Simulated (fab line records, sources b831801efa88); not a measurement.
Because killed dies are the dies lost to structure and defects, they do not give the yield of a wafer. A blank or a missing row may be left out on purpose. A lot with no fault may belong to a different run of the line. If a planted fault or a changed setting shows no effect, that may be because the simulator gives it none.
Split-lot trial || flow sky130 || 21 wafers read from 5 lots, route of 708 steps

THE SPLIT ITSELF
At SKY_CAP2M_COAT_07 (resist thk 1140 nm), the setting spinRpm was moved away from the recipe's 3000 rpm on 8 of the 21 wafers read, by -5.6% to +5.1%. This setting was run at the recipe's value on the other wafers.

The split's own step is where the reading is taken.

THE READING
NOVOLAK_of_CAP2M_COAT_07.thkNm (the simulator's own value, which no gauge read), in nm, at SKY_CAP2M_COAT_07 (resist thk 1140 nm). The file does not state a usual value for it. Across the 13 wafers here that went through the recipe, the average is 1139 nm and the standard deviation 3.1 nm.

{"wafer": "L074.1", "tool, chamber at the split": "lithoTrack-01, 0", "spinRpm as run, rpm": 2831, "against the recipe": "-5.6%", "NOVOLAK_of_CAP2M_COAT_07.thkNm, nm": 1172, "against lot-mates on the recipe": "+32"}
{"wafer": "L074.5", "tool, chamber at the split": "lithoTrack-01, 0", "spinRpm as run, rpm": 2831, "against the recipe": "-5.6%", "NOVOLAK_of_CAP2M_COAT_07.thkNm, nm": 1172, "against lot-mates on the recipe": "+32"}
{"wafer": "L074.3", "tool, chamber at the split": "lithoTrack-01, 0", "spinRpm as run, rpm": 3000, "against the recipe": "recipe", "NOVOLAK_of_CAP2M_COAT_07.thkNm, nm": 1142, "against lot-mates on the recipe": "-"}
{"wafer": "L074.4", "tool, chamber at the split": "lithoTrack-01, 0", "spinRpm as run, rpm": 3000, "against the recipe": "recipe", "NOVOLAK_of_CAP2M_COAT_07.thkNm, nm": 1139, "against lot-mates on the recipe": "-"}
{"wafer": "L074.6", "tool, chamber at the split": "lithoTrack-01, 0", "spinRpm as run, rpm": 3000, "against the recipe": "recipe", "NOVOLAK_of_CAP2M_COAT_07.thkNm, nm": 1139, "against lot-mates on the recipe": "-"}
{"wafer": "L079.1", "tool, chamber at the split": "lithoTrack-02, 0", "spinRpm as run, rpm": 3074, "against the recipe": "+2.5%", "NOVOLAK_of_CAP2M_COAT_07.thkNm, nm": 1126, "against lot-mates on the recipe": -12}
{"wafer": "L079.3", "tool, chamber at the split": "lithoTrack-02, 0", "spinRpm as run, rpm": 3074, "against the recipe": "+2.5%", "NOVOLAK_of_CAP2M_COAT_07.thkNm, nm": 1126, "against lot-mates on the recipe": -12}
{"wafer": "L079.4", "tool, chamber at the split": "lithoTrack-02, 0", "spinRpm as run, rpm": 3000, "against the recipe": "recipe", "NOVOLAK_of_CAP2M_COAT_07.thkNm, nm": 1138, "against lot-mates on the recipe": "-"}
{"wafer": "L079.5", "tool, chamber at the split": "lithoTrack-02, 0", "spinRpm as run, rpm": 3074, "against the recipe": "+2.5%", "NOVOLAK_of_CAP2M_COAT_07.thkNm, nm": 1125, "against lot-mates on the recipe": -12}
{"wafer": "L079.6", "tool, chamber at the split": "lithoTrack-02, 0", "spinRpm as run, rpm": 3000, "against the recipe": "recipe", "NOVOLAK_of_CAP2M_COAT_07.thkNm, nm": 1137, "against lot-mates on the recipe": "-"}
{"wafer": "L081.2", "tool, chamber at the split": "lithoTrack-02, 0", "spinRpm as run, rpm": 3154, "against the recipe": "+5.1%", "NOVOLAK_of_CAP2M_COAT_07.thkNm, nm": 1116, "against lot-mates on the recipe": -30}
{"wafer": "L081.3", "tool, chamber at the split": "lithoTrack-02, 0", "spinRpm as run, rpm": 3154, "against the recipe": "+5.1%", "NOVOLAK_of_CAP2M_COAT_07.thkNm, nm": 1117, "against lot-mates on the recipe": -28}
{"wafer": "L081.4", "tool, chamber at the split": "lithoTrack-02, 0", "spinRpm as run, rpm": 3000, "against the recipe": "recipe", "NOVOLAK_of_CAP2M_COAT_07.thkNm, nm": 1145, "against lot-mates on the recipe": "-"}
{"wafer": "L081.5", "tool, chamber at the split": "lithoTrack-02, 0", "spinRpm as run, rpm": 3000, "against the recipe": "recipe", "NOVOLAK_of_CAP2M_COAT_07.thkNm, nm": 1146, "against lot-mates on the recipe": "-"}
{"wafer": "L081.6", "tool, chamber at the split": "lithoTrack-02, 0", "spinRpm as run, rpm": 3154, "against the recipe": "+5.1%", "NOVOLAK_of_CAP2M_COAT_07.thkNm, nm": 1118, "against lot-mates on the recipe": -28}
{"wafer": "L084.1", "tool, chamber at the split": "lithoTrack-01, 0", "spinRpm as run, rpm": 3000, "against the recipe": "recipe", "NOVOLAK_of_CAP2M_COAT_07.thkNm, nm": 1139, "against lot-mates on the recipe": "-"}
{"wafer": "L084.2", "tool, chamber at the split": "lithoTrack-01, 0", "spinRpm as run, rpm": 3000, "against the recipe": "recipe", "NOVOLAK_of_CAP2M_COAT_07.thkNm, nm": 1138, "against lot-mates on the recipe": "-"}
{"wafer": "L084.5", "tool, chamber at the split": "lithoTrack-01, 0", "spinRpm as run, rpm": 3000, "against the recipe": "recipe", "NOVOLAK_of_CAP2M_COAT_07.thkNm, nm": 1140, "against lot-mates on the recipe": "-"}
{"wafer": "L085.2", "tool, chamber at the split": "lithoTrack-02, 0", "spinRpm as run, rpm": 3000, "against the recipe": "recipe", "NOVOLAK_of_CAP2M_COAT_07.thkNm, nm": 1135, "against lot-mates on the recipe": "-"}
{"wafer": "L085.3", "tool, chamber at the split": "lithoTrack-02, 0", "spinRpm as run, rpm": 3000, "against the recipe": "recipe", "NOVOLAK_of_CAP2M_COAT_07.thkNm, nm": 1136, "against lot-mates on the recipe": "-"}
{"wafer": "L085.6", "tool, chamber at the split": "lithoTrack-02, 0", "spinRpm as run, rpm": 3000, "against the recipe": "recipe", "NOVOLAK_of_CAP2M_COAT_07.thkNm, nm": 1137, "against lot-mates on the recipe": "-"}

THE FIT
A straight line over all 21 wafers: NOVOLAK_of_CAP2M_COAT_07.thkNm changes by -5.11 nm for each +1% of spinRpm; r = -0.98; the points scatter about the line by 3.2 nm.
The same after taking each lot's own level away (the mean of its wafers on the recipe; 21 wafers): -5.54 nm for each +1%; r = -1.00; scatter 1.1 nm.
According to that fit, moving spinRpm by its largest amount changes the reading by 31 nm.
From 1136.0 to 1145.5 nm: that is the span of the lots' own levels, equal to 3.0 times the standard deviation above.
The two slopes are in agreement: the lot-to-lot level therefore moves the slope only a little.
Check: +31.3 nm against its lot-mates is what the line predicts for one of the wafers moved furthest among these (-5.6%) when that wafer is left out of the fit. It came out at +32 nm against them.

ADDITIONAL SPLITS CARRIED BY THESE WAFERS
Other splits were also applied to these wafers ahead of the reading. Each is held against what the fit with the lots' levels taken away leaves over:
{"other split on the same wafers": "SKY_METAL2_METAL_ETCH_19 icpW", "wafers away from the commonest value": 4, "r with NOVOLAK_of_CAP2M_COAT_07.thkNm (lot level and that fit taken away)": -0.11}
{"other split on the same wafers": "SKY_CAPM_SPUTTER_02 powerW", "wafers away from the commonest value": 8, "r with NOVOLAK_of_CAP2M_COAT_07.thkNm (lot level and that fit taken away)": -0.03}
{"other split on the same wafers": "SKY_CAPM_METAL_ETCH_13 biasW", "wafers away from the commonest value": 5, "r with NOVOLAK_of_CAP2M_COAT_07.thkNm (lot level and that fit taken away)": -0.22}
{"other split on the same wafers": "SKY_METAL3_METAL_ETCH_18 timeS", "wafers away from the commonest value": 10, "r with NOVOLAK_of_CAP2M_COAT_07.thkNm (lot level and that fit taken away)": "+0.34"}
{"other split on the same wafers": "SKY_VIA3_CMP_02 leaveAboveRefNm", "wafers away from the commonest value": 4, "r with NOVOLAK_of_CAP2M_COAT_07.thkNm (lot level and that fit taken away)": "+0.15"}
{"other split on the same wafers": "SKY_METAL4_SPUTTER_00 timeS", "wafers away from the commonest value": 9, "r with NOVOLAK_of_CAP2M_COAT_07.thkNm (lot level and that fit taken away)": "+0.20"}

THE WHOLE CHAIN: every reading that the file lists as answering this split, in the file's order
{"step": "SKY_CAP2M_COAT_07", "what it does": "resist thk 1140 nm", "reading": "NOVOLAK_of_CAP2M_COAT_07.thkNm (the simulator's own value, which no gauge read)", "change (the file's fit)": "-5.54 nm for each +1% of the setting", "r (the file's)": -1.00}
{"step": "SKY_CAP2M_STRIP_14", "what it does": "strips in O2/N2", "reading": "stripTimeToEndpointS", "change (the file's fit)": "withheld for each +1% of the setting", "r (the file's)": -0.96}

THE FILE'S OWN FIT
NOVOLAK_of_CAP2M_COAT_07.thkNm changes by -5.54 nm for each +1% of spinRpm, r = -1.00.
